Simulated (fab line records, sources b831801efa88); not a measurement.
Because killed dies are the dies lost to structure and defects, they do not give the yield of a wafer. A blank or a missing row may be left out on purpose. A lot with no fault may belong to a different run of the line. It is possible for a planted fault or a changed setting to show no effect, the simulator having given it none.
fab line records    flow sky130
record: lots: 10  wafers: 30  last_day: 50
route steps=708 shown VT_ADJUST_PCH@152 RES_PROTECT@214 LDD_N@248 LDD_LDN@301
lots untouched by any fault: they come from a run of this same line in which no faults occurred
start_h: start of the lot's first displayed wafer, in hours after the record's first day    wait_h: time in hours since the lot's previous step    " same as the row above    L1.1+2: several wafers, shown together as one row    - no value, or no start given    * or withheld: withheld    < > ~ a bound
route shown NAME@n: NAME is a module with steps in the file, n the number in the route of the first one    usual: average and standard deviation across the fault-free wafers    same: alike in all rows    chamber/n: place in a boat    sites: the reading at each site    _std_site: how widely they spread, as a standard deviation    _edge_site: mean of outer sites minus mean of inner sites    radius_mm: for every site, how far away it sits from the centre of the wafer    mask NAME#n: copy n    behind: the tool/chamber that last shaped the wafer    hold: reason for holding the lot/hours on hold/outcome of the hold    device: which transistor (n, p or np) failed to switch    end of line: the same wafers' tests at the end of the route    a step with no rows: only its recipe    killed: dies that structure and defects cost at the first sort, which is not the same as the wafer's yield    map: a wafer's dies, marking killed ones x, the rest . and places with no die _
set.NAME: the setting as run; set.NAME@STEP: as run at that earlier step    model.NAME: the simulator's own value behind a step, which no gauge read
one table for each step of the route and one row for each wafer, over a sample of lots
services: a tool's chamber out of use, with start hour (start_h, from the record's first day; less than 0 if before it), hours out, and reason
== steps ==
step: SKY_VT_ADJUST_PCH_STRIP_09
recipe: chemistry: O2/N2  power_w: 1400  pressure_mtorr: 1500  platen_temp_c: withheld  o2_flow_sccm: 3000  n2_flow_sccm: 300  overash_fraction: 0.5
usual: drypump_motor_current_A: 5.8/0.67  oes_product_au: 0.723/0.0044  strip_time_to_endpoint_s: 36.94/0.1
lot.wafer  tool             chamber  start_h  wait_h  drypump_motor_current_A  oes_product_au  rf_hours_counter_h  strip_time_to_endpoint_s
L212.1     plasma_asher-04  1        222.35   0.1     6.7                      0.720           57                  36.96
L212.3     "                0        "        "       5.1                      0.716           -                   36.96
L212.5     "                0        "        "       5.1                      0.725           -                   37.00
L216.2     plasma_asher-01  0        257.80   0.1     4.8                      0.720           57                  36.96
L216.3     "                1        "        "       5.2                      0.721           -                   37.04
L216.4     "                0        "        "       4.8                      0.728           -                   37.01
L218.4     plasma_asher-01  1        275.39   0.1     5.2                      0.727           -                   36.87
L218.5     "                1        "        "       5.2                      0.715           -                   36.87
L218.6     "                0        "        "       4.9                      0.731           -                   36.80
L221.4     plasma_asher-01  1        296.08   0.1     5.2                      0.723           -                   36.93
L221.5     "                0        "        "       4.8                      0.728           -                   36.87
L221.6     "                1        "        "       5.2                      0.725           -                   36.96
L222.3     plasma_asher-02  0        301.53   0.1     5.8                      0.722           -                   36.89
L222.4     "                1        "        "       6.5                      0.720           -                   37.00
L222.6     "                0        "        "       5.8                      0.723           -                   36.88
L223.3     plasma_asher-02  1        314.18   0.1     6.5                      0.721           -                   36.89
L223.5     "                1        "        "       6.5                      0.724           -                   36.93
L223.6     "                0        "        "       5.8                      0.728           -                   36.99
L224.1     plasma_asher-04  1        319.92   0.1     6.7                      0.725           66                  36.97
L224.4     "                1        "        "       6.7                      0.718           -                   37.02
L224.5     "                1        "        "       6.7                      0.723           -                   36.89
L229.1     plasma_asher-01  0        357.41   0.1     4.8                      0.724           67                  36.92
L229.4     "                0        "        "       4.9                      0.726           -                   36.91
L229.5     "                0        "        "       4.9                      0.725           -                   36.82
L231.1     plasma_asher-02  0        371.80   0.1     5.8                      0.719           54                  36.86
L231.3     "                1        "        "       6.5                      0.714           -                   36.78
L231.4     "                0        "        "       5.8                      0.713           -                   36.81
L234.3     plasma_asher-04  1        390.23   0.1     6.7                      0.726           -                   36.88
L234.5     "                1        "        "       6.7                      0.724           -                   36.90
L234.6     "                0        "        "       5.1                      0.721           -                   36.92
step: SKY_RES_PROTECT_STRIP_07
recipe: chemistry: O2/N2  power_w: 1400  pressure_mtorr: 1500  platen_temp_c: withheld  o2_flow_sccm: 3000  n2_flow_sccm: 300  overash_fraction: 0.5
usual: drypump_motor_current_A: 5.5/0.56  oes_product_au: 0.517/0.0043  strip_time_to_endpoint_s: 23.30/0.041
lot.wafer  tool             chamber  start_h  wait_h  drypump_motor_current_A  oes_product_au  rf_hours_counter_h  strip_time_to_endpoint_s
L212.1     plasma_asher-01  0        347.51   0.1     4.9                      0.522           66                  23.36
L212.3     "                1        "        "       5.2                      0.522           -                   23.34
L212.5     "                0        "        "       4.8                      0.517           -                   23.36
L216.2     plasma_asher-03  0        376.01   0.1     6.1                      0.519           23                  23.33
L216.3     "                1        "        "       5.3                      0.524           -                   23.34
L216.4     "                0        "        "       6.2                      0.528           -                   23.39
L218.4     plasma_asher-03  0        402.45   0.1     6.2                      0.519           -                   23.28
L218.5     "                0        "        "       6.2                      0.520           -                   23.35
L218.6     "                1        "        "       5.3                      0.522           -                   23.31
L221.4     plasma_asher-02  1        419.30   0.1     6.4                      0.520           -                   23.27
L221.5     "                0        "        "       5.8                      0.515           -                   23.27
L221.6     "                1        "        "       6.5                      0.510           -                   23.27
L222.3     plasma_asher-03  1        429.75   0.1     5.3                      0.513           -                   23.35
L222.4     "                0        "        "       6.2                      0.521           -                   23.31
L222.6     "                0        "        "       6.2                      0.518           -                   23.29
L223.3     plasma_asher-03  1        439.27   0.1     5.3                      0.517           -                   23.22
L223.5     "                0        "        "       6.2                      0.519           -                   23.25
L223.6     "                1        "        "       5.3                      0.521           -                   23.25
L224.1     plasma_asher-01  0        446.67   0.1     4.9                      0.513           76                  23.34
L224.4     "                1        "        "       5.2                      0.515           -                   23.34
L224.5     "                1        "        "       5.2                      0.514           -                   23.28
L229.1     plasma_asher-03  1        488.52   0.1     5.3                      0.522           34                  23.31
L229.4     "                0        "        "       6.2                      0.514           -                   23.26
L229.5     "                1        "        "       5.3                      0.516           -                   23.27
L231.1     plasma_asher-02  0        507.17   0.1     5.8                      0.515           69                  23.32
L231.3     "                1        "        "       6.5                      0.522           -                   23.26
L231.4     "                0        "        "       5.8                      0.512           -                   23.27
L234.3     plasma_asher-01  1        523.85   0.1     5.2                      0.521           -                   23.26
L234.5     "                0        "        "       4.8                      0.515           -                   23.28
L234.6     "                1        "        "       5.2                      0.513           -                   23.31
step: SKY_LDD_N_IMPLANT_11
recipe: species: As  energy_kev: 20  dose_cm2: 7.5e+13  tilt_deg: withheld  rotation_deg: 293
usual: beam_on_s: 10.02/0.22  dose_ions_cm2: 7.498e+13/8.1e+10  faraday_current_uA: 421/9
lot.wafer  tool          chamber  start_h  wait_h  beam_on_s  dose_ions_cm2  faraday_current_uA
L212.1     implanter-01  0        410.15   0.1     10.13      7.503e+13      417
L212.3     "             0        "        "       9.69       7.508e+13      436
L212.5     "             0        "        "       10.39      7.508e+13      407
L216.2     implanter-02  0        442.58   0.1     9.90       7.516e+13      427
L216.3     "             0        "        "       9.93       7.489e+13      426
L216.4     "             0        "        "       10.43      7.51e+13       403
L218.4     implanter-02  0        468.94   0.1     10.07      7.51e+13       421
L218.5     "             0        "        "       9.88       7.507e+13      425
L218.6     "             0        "        "       10.26      7.505e+13      412
L221.4     implanter-01  0        484.16   0.1     10.09      7.511e+13      419
L221.5     "             0        "        "       9.97       7.504e+13      426
L221.6     "             0        "        "       10.36      7.491e+13      408
L222.3     implanter-04  0        497.22   0.1     9.98       7.494e+13      426
L222.4     "             0        "        "       10.04      7.484e+13      421
L222.6     "             0        "        "       10.12      7.489e+13      418
L223.3     implanter-01  0        507.85   0.1     10.14      7.49e+13       417
L223.5     "             0        "        "       9.72       7.495e+13      434
L223.6     "             0        "        "       10.34      7.513e+13      410
L224.1     implanter-04  0        511.87   0.1     9.88       7.506e+13      426
L224.4     "             0        "        "       10.15      7.502e+13      416
L224.5     "             0        "        "       9.91       7.496e+13      424
L229.1     implanter-02  0        553.40   0.1     9.97       7.493e+13      424
L229.4     "             0        "        "       9.89       7.507e+13      429
L229.5     "             0        "        "       10.36      7.502e+13      408
L231.1     implanter-02  0        570.75   0.1     11.82      1.2163e+14     583
L231.3     "             0        "        "       12.23      1.2163e+14     561
L231.4     "             0        "        "       11.94      1.216e+14      576
L234.3     implanter-02  0        586.65   0.1     12.13      1.2162e+14     565
L234.5     "             0        "        "       12.18      1.2167e+14     560
L234.6     "             0        "        "       12.18      1.2164e+14     565
step: SKY_LDD_N_STRIP_16
recipe: chemistry: O2/N2  power_w: 1400  pressure_mtorr: 1500  platen_temp_c: withheld  o2_flow_sccm: 3000  n2_flow_sccm: 300  overash_fraction: 0.5
usual: drypump_motor_current_A: 5.9/0.62  oes_product_au: 0.407/0.0047  strip_time_to_endpoint_s: 4.312/0.016
lot.wafer  tool             chamber  start_h  wait_h  drypump_motor_current_A  oes_product_au  rf_hours_counter_h  strip_time_to_endpoint_s
L212.1     plasma_asher-03  1        410.90   0.1     5.3                      0.399           27                  4.324
L212.3     "                0        "        "       6.2                      0.414           -                   4.310
L212.5     "                0        "        "       6.2                      0.401           -                   4.315
L216.2     plasma_asher-02  0        443.30   0.1     5.8                      0.406           62                  4.317
L216.3     "                1        "        "       6.4                      0.413           -                   4.294
L216.4     "                0        "        "       5.8                      0.418           -                   4.297
L218.4     plasma_asher-04  0        469.65   0.1     5.1                      0.411           -                   4.305
L218.5     "                1        "        "       6.8                      0.408           -                   4.299
L218.6     "                0        "        "       5.1                      0.409           -                   4.302
L221.4     plasma_asher-03  0        484.87   0.1     6.2                      0.407           -                   4.321
L221.5     "                0        "        "       6.2                      0.406           -                   4.334
L221.6     "                1        "        "       5.3                      0.413           -                   4.313
L222.3     plasma_asher-03  0        497.95   0.1     6.2                      0.400           -                   4.294
L222.4     "                1        "        "       5.3                      0.404           -                   4.311
L222.6     "                0        "        "       6.2                      0.414           -                   4.321
L223.3     plasma_asher-02  1        508.59   0.1     6.4                      0.408           -                   4.323
L223.5     "                1        "        "       6.4                      0.403           -                   4.338
L223.6     "                0        "        "       5.8                      0.410           -                   4.329
L224.1     plasma_asher-04  0        512.62   0.1     5.2                      0.409           9                   4.328
L224.4     "                0        "        "       5.1                      0.413           -                   4.323
L224.5     "                0        "        "       5.1                      0.406           -                   4.325
L229.1     plasma_asher-04  0        554.15   0.1     5.1                      0.404           13                  4.307
L229.4     "                0        "        "       5.1                      0.403           -                   4.288
L229.5     "                1        "        "       6.7                      0.408           -                   4.313
L231.1     plasma_asher-04  1        571.50   0.1     6.7                      0.413           15                  4.428
L231.3     "                1        "        "       6.7                      0.408           -                   4.467
L231.4     "                0        "        "       5.1                      0.405           -                   4.430
L234.3     plasma_asher-04  0        587.39   0.1     5.1                      0.407           -                   4.424
L234.5     "                0        "        "       5.1                      0.404           -                   4.439
L234.6     "                1        "        "       6.7                      0.407           -                   4.427
step: SKY_LDD_N_TW_MEAS_17
usual: LDD_N_TW: 2599/19
lot.wafer  tool           chamber  start_h  wait_h  hold                      LDD_N_TW
L212.1     film_metro-02  -        411.00   0.1     -                         2601
L212.3     "              -        "        "       -                         2588
L212.5     "              -        "        "       -                         2601
L216.2     film_metro-02  -        443.41   0.1     -                         2601
L216.3     "              -        "        "       -                         2602
L216.4     "              -        "        "       -                         2592
L218.4     film_metro-01  -        469.75   0.1     -                         2588
L218.5     "              -        "        "       -                         2574
L218.6     "              -        "        "       -                         2586
L221.4     film_metro-02  -        484.96   0.1     -                         2596
L221.5     "              -        "        "       -                         2602
L221.6     "              -        "        "       -                         2598
L222.3     film_metro-01  -        498.04   0.1     -                         2577
L222.4     "              -        "        "       -                         2572
L222.6     "              -        "        "       -                         2578
L223.3     film_metro-02  -        508.67   0.1     -                         2592
L223.5     "              -        "        "       -                         2600
L223.6     "              -        "        "       -                         2602
L224.1     film_metro-01  -        512.72   0.1     -                         2582
L224.4     "              -        "        "       -                         2584
L224.5     "              -        "        "       -                         2592
L229.1     film_metro-04  -        554.25   0.1     -                         2612
L229.4     "              -        "        "       -                         2606
L229.5     "              -        "        "       -                         2611
L231.1     film_metro-04  -        571.60   0.1     await_dispo/0.2h/release  2685
L231.3     "              -        "        "       await_dispo/0.2h/release  2683
L231.4     "              -        "        "       await_dispo/0.2h/release  2677
L231.1     film_metro-04  -        571.83   0.2     -                         2678
L231.3     "              -        "        "       -                         2681
L231.4     "              -        "        "       -                         2686
L234.3     film_metro-02  -        587.47   0.1     -                         2664
L234.5     "              -        "        "       -                         2668
L234.6     "              -        "        "       -                         2668
step: SKY_LDD_LDN_STRIP_12
recipe: chemistry: O2/N2  power_w: 1400  pressure_mtorr: 1500  platen_temp_c: withheld  o2_flow_sccm: 3000  n2_flow_sccm: 300  overash_fraction: 0.5
usual: drypump_motor_current_A: 5.9/0.57  oes_product_au: 0.715/0.0044  strip_time_to_endpoint_s: 14.20/0.037
lot.wafer  tool             chamber  start_h  wait_h  drypump_motor_current_A  oes_product_au  rf_hours_counter_h  strip_time_to_endpoint_s
L212.1     plasma_asher-04  1        533.52   0.1     6.7                      0.712           11                  14.18
L212.3     "                1        "        "       6.7                      0.720           -                   14.13
L212.5     "                0        "        "       5.2                      0.710           -                   14.15
L216.2     plasma_asher-03  1        564.18   0.1     5.3                      0.724           42                  14.12
L216.3     "                0        "        "       6.2                      0.718           -                   14.12
L216.4     "                1        "        "       5.3                      0.712           -                   14.12
L218.4     plasma_asher-02  1        590.79   0.1     6.5                      0.717           -                   14.23
L218.5     "                1        "        "       6.5                      0.719           -                   14.21
L218.6     "                0        "        "       5.8                      0.722           -                   14.23
L221.4     plasma_asher-03  0        604.65   0.1     6.2                      0.711           -                   14.20
L221.5     "                1        "        "       5.3                      0.721           -                   14.19
L221.6     "                0        "        "       6.2                      0.711           -                   14.21
L222.3     plasma_asher-02  0        616.22   0.1     5.8                      0.718           -                   14.24
L222.4     "                1        "        "       6.5                      0.716           -                   14.19
L222.6     "                0        "        "       5.8                      0.721           -                   14.22
L223.3     plasma_asher-02  0        627.59   0.1     5.8                      0.714           -                   14.24
L223.5     "                0        "        "       5.8                      0.716           -                   14.28
L223.6     "                1        "        "       6.5                      0.726           -                   14.27
L224.1     plasma_asher-02  0        632.32   0.1     5.8                      0.715           79                  14.22
L224.4     "                1        "        "       6.4                      0.717           -                   14.21
L224.5     "                0        "        "       5.8                      0.719           -                   14.20
L229.1     plasma_asher-03  1        672.12   0.1     5.3                      0.722           53                  14.13
L229.4     "                1        "        "       5.3                      0.716           -                   14.18
L229.5     "                0        "        "       6.2                      0.723           -                   14.17
L231.1     plasma_asher-02  1        687.30   0.1     6.5                      0.708           85                  14.19
L231.3     "                1        "        "       6.5                      0.713           -                   14.20
L231.4     "                0        "        "       5.8                      0.714           -                   14.21
L234.3     plasma_asher-02  1        702.84   0.1     6.5                      0.713           -                   14.16
L234.5     "                0        "        "       5.8                      0.715           -                   14.20
L234.6     "                1        "        "       6.5                      0.720           -                   14.21
== services ==
tool             chamber  start_h  hours  kind
plasma_asher-01  -        203.24   1.8    repair
implanter-01     -        231.44   3.1    pm
implanter-02     -        264.07   4.1    repair
implanter-02     -        282.01   3.9    pm
plasma_asher-02  -        327.43   1.8    repair
implanter-02     -        330.64   3.8    pm
plasma_asher-01  -        336.43   4.2    repair
plasma_asher-03  -        341.65   12.0   pm
implanter-02     -        368.53   4.9    repair
plasma_asher-03  -        369.51   2.8    pm
plasma_asher-03  -        387.93   0.8    repair
plasma_asher-04  -        393.71   28.1   pm
plasma_asher-04  -        421.81   9.0    pm
plasma_asher-01  -        425.82   0.6    repair
plasma_asher-03  -        454.38   14.6   pm
plasma_asher-04  -        470.35   1.4    repair
implanter-02     -        473.52   0.9    repair
plasma_asher-01  -        504.77   2.8    pm
plasma_asher-04  -        546.17   2.8    pm
plasma_asher-02  -        552.70   20.2   pm
plasma_asher-04  -        574.57   0.7    repair
plasma_asher-01  -        598.51   3.1    repair
implanter-02     -        688.15   0.7    repair
plasma_asher-04  -        692.04   1.3    repair
== key ==
first_sign: step: SKY_LDD_N_IMPLANT_11  reading: dose_ions_cm2  direction: up  sigmas: 99+  usual: *  struck: *
effect: step: SKY_LDD_N_IMPLANT_11  reading: faraday_current_uA  direction: up  sigmas: 16  usual: 421  struck: 568
effect: step: SKY_LDD_N_STRIP_16  reading: strip_time_to_endpoint_s  direction: up  sigmas: 7.9  usual: *  struck: *
effect: step: SKY_LDD_N_TW_MEAS_17  reading: visit  direction: added
met_at SKY_LDD_N_IMPLANT_11
struck_lots L231,L234
tester_left_out L231,L234
not_acting_at SKY_VT_ADJUST_PCH_STRIP_09,SKY_RES_PROTECT_STRIP_07,SKY_LDD_LDN_STRIP_12
onset_between 553.40 570.75
fault: kind: process_parameter_drift  tool: implanter-02  chamber: -  onset_h: 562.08  steps: SKY_LDD_N_IMPLANT_11  channel: dose_cm2  offset: *  shape: step  end_h: 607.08  acts_in: *  stated: *
tester_left_out: of these lots the tester's yield and bins aren't shown, on N5 and GAA mostly nor the transistor test; their killed dies are dies lost to structure and defects alone, not to doping, threshold or leakage, so they don't give the yield
